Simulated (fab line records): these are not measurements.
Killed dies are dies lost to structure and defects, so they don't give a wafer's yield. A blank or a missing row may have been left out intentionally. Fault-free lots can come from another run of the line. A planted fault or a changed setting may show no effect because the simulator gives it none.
Which tool did it? + flow gf180mcu + 14 lots, 42 wafers sampled, at 4 steps of a route of 602

== WHAT THE GAUGES READ, wafer by wafer ==
GF_NWELL_OVL_MEAS_07.
| lot  | measured    | on         | NWELL_OVL (nm) |
|------|-------------|------------|----------------|
| L407 | day 3 09:40 | overlay-01 | 0.1 -0.3 -2.0  |
| L408 | day 3 13:17 | overlay-01 | 0.6 1.1 0.7    |
| L409 | day 3 18:19 | overlay-01 | 2.1 0.4 0.0    |
| L410 | day 3 22:28 | overlay-01 | 1.4 0.6 0.1    |
| L411 | day 4 04:33 | overlay-01 | -0.6 -1.5 -0.9 |
| L412 | day 4 10:36 | overlay-02 | 1.7 -0.9 -0.9  |
| L413 | day 4 15:46 | overlay-02 | 0.1 -1.9 0.6   |
| L414 | day 4 20:52 | overlay-01 | -0.2 0.3 0.0   |
| L415 | day 5 03:12 | overlay-02 | -2.8 -0.1 -0.9 |
| L416 | day 5 08:19 | overlay-01 | - - -          |
| L417 | day 5 12:48 | overlay-01 | - - -          |
| L418 | day 5 21:06 | overlay-01 | -2.2 -0.7 0.2  |
| L427 | day 7 22:19 | overlay-02 | -1.9 -1.4 -0.9 |
| L430 | day 8 12:48 | overlay-01 | -0.6 -1.1 -1.9 |

GF_LVPWELL_OVL_MEAS_07.
| lot  | measured    | on         | LVPWELL_OVL (nm) |
|------|-------------|------------|------------------|
| L407 | day 3 22:46 | overlay-02 | -0.9 -0.8 -1.6   |
| L408 | day 4 02:40 | overlay-02 | -0.4 -0.8 -0.4   |
| L409 | day 4 07:46 | overlay-02 | -0.6 0.5 0.2     |
| L410 | day 4 12:16 | overlay-02 | 0.3 -0.3 -1.7    |
| L411 | day 4 17:48 | overlay-02 | 0.3 -2.1 -0.2    |
| L412 | day 5 00:33 | overlay-01 | -1.1 0.8 -1.6    |
| L413 | day 5 05:59 | overlay-02 | 1.1 0.3 0.9      |
| L414 | day 5 11:18 | overlay-02 | -1.6 0.2 -0.8    |
| L415 | day 5 17:51 | overlay-01 | -2.6 -3.3 -3.0   |
| L416 | day 5 22:55 | overlay-02 | -0.7 0.1 -0.2    |
| L417 | day 6 03:09 | overlay-01 | -1.4 -0.4 -0.5   |
| L418 | day 6 11:43 | overlay-02 | -4.2 -0.6 0.3    |
| L427 | day 8 14:47 | overlay-02 | 0.0 -1.7 0.1     |
| L430 | day 9 06:33 | overlay-01 | -0.2 -1.4 0.8    |

GF_VT_IMPLANT_OVL_MEAS_29.
| lot  | measured     | on         | VT_IMPLANT_02_OVL (nm) |
|------|--------------|------------|------------------------|
| L407 | day 6 23:25  | overlay-02 | 0.5 0.7 2.1            |
| L408 | day 7 03:58  | overlay-02 | -1.3 -1.0 -0.8         |
| L409 | day 7 09:52  | overlay-01 | 2.0 0.6 3.5            |
| L410 | day 7 13:32  | overlay-02 | -2.0 -0.5 -1.7         |
| L411 | day 7 22:43  | overlay-01 | -0.7 -1.7 -0.8         |
| L412 | day 8 06:09  | overlay-01 | -1.3 0.5 0.0           |
| L413 | day 8 12:05  | overlay-01 | 0.1 0.5 1.6            |
| L414 | day 8 17:28  | overlay-02 | 0.7 0.4 0.4            |
| L415 | day 9 00:42  | overlay-02 | 0.1 0.0 -0.3           |
| L416 | day 9 06:29  | overlay-02 | 0.9 -1.3 1.0           |
| L417 | day 9 12:00  | overlay-02 | -0.3 -1.2 -0.6         |
| L418 | day 9 22:57  | overlay-02 | 2.9 -0.4 2.4           |
| L427 | day 12 09:31 | overlay-01 | -1.0 -1.5 -3.7         |
| L430 | day 13 05:39 | overlay-01 | 1.9 2.1 0.7            |

== WHICH TOOL RAN EACH LOT (tool, then ch and the chambers of the sampled wafers, then the start) ==
| lot  | GF_NWELL_DEVELOP_06              |
|------|----------------------------------|
| L407 | litho_track-02 ch 0, day 3 09:00 |
| L408 | litho_track-03 ch 0, day 3 13:00 |
| L409 | litho_track-01 ch 0, day 3 18:00 |
| L410 | litho_track-02 ch 0, day 3 22:00 |
| L411 | litho_track-01 ch 0, day 4 04:00 |
| L412 | litho_track-02 ch 0, day 4 10:00 |
| L413 | litho_track-01 ch 0, day 4 15:00 |
| L414 | litho_track-03 ch 0, day 4 20:00 |
| L415 | litho_track-01 ch 0, day 5 03:00 |
| L416 | litho_track-02, day 5 08:00      |
| L417 | litho_track-02, day 5 12:00      |
| L418 | litho_track-02 ch 0, day 5 20:00 |
| L427 | litho_track-02 ch 0, day 7 22:00 |
| L430 | litho_track-02 ch 0, day 8 12:00 |
- GF_NWELL_DEVELOP_06: develop time 60 s.

== WHAT THE TOOLS THEMSELVES READ (means of the sampled wafers that have a number; where no wafer has one, the mark that the record gives instead) ==
GF_NWELL_DEVELOP_06.
| lot  | tool           | chill_plate_temp_C (C) |
|------|----------------|------------------------|
| L407 | litho_track-02 | 22.85                  |
| L408 | litho_track-03 | 22.85                  |
| L409 | litho_track-01 | 23.02                  |
| L410 | litho_track-02 | 23.03                  |
| L411 | litho_track-01 | 22.95                  |
| L412 | litho_track-02 | 23.09                  |
| L413 | litho_track-01 | 23.11                  |
| L414 | litho_track-03 | 23.06                  |
| L415 | litho_track-01 | 23.01                  |
| L416 | litho_track-02 | -                      |
| L417 | litho_track-02 | -                      |
| L418 | litho_track-02 | 22.86                  |
| L427 | litho_track-02 | 23.05                  |
| L430 | litho_track-02 | 23.12                  |

== THE ANSWER, worked out from the rows above alone ==
Rule: the usual values come from the lots themselves. Put in order of their means at a reading, lots are off if they are a third of the lots or fewer, leave a main group of 4 or more, and stand apart from it by a gap of 3 or more times the standard deviation of the main group's means; of several such gaps the widest counts. Not used: any main group whose means are identical at the precision the tables above print for the reading. A lot without any number at a reading at which 4 lots or more have one is off too. All remaining lots with rows at the step are treated as sound. Order of review: gauges by route order, followed by the tools' own readings, for which a lot's mean as printed above is used. At the first step where some lot is off, the reading lying furthest off is the one used; lots without a number count as furthest.
Off: L416, L417, at GF_NWELL_OVL_MEAS_07 (NWELL_OVL). Without a number there: L416, L417. The main group: mean -0.4 nm, standard deviation 0.8.
If a tool, at a process step before that reading, ran all the lots that are off and no sound lot after the first of them, it fits. The gauges at GF_NWELL_OVL_MEAS_07 aren't tried: what is off there is off at GF_NWELL_DEVELOP_06 too, on other tools, and a gauge's error can't cause that. No candidate that was tried fits.

== WHAT WAS PUT IN BY THE SIMULATOR ==
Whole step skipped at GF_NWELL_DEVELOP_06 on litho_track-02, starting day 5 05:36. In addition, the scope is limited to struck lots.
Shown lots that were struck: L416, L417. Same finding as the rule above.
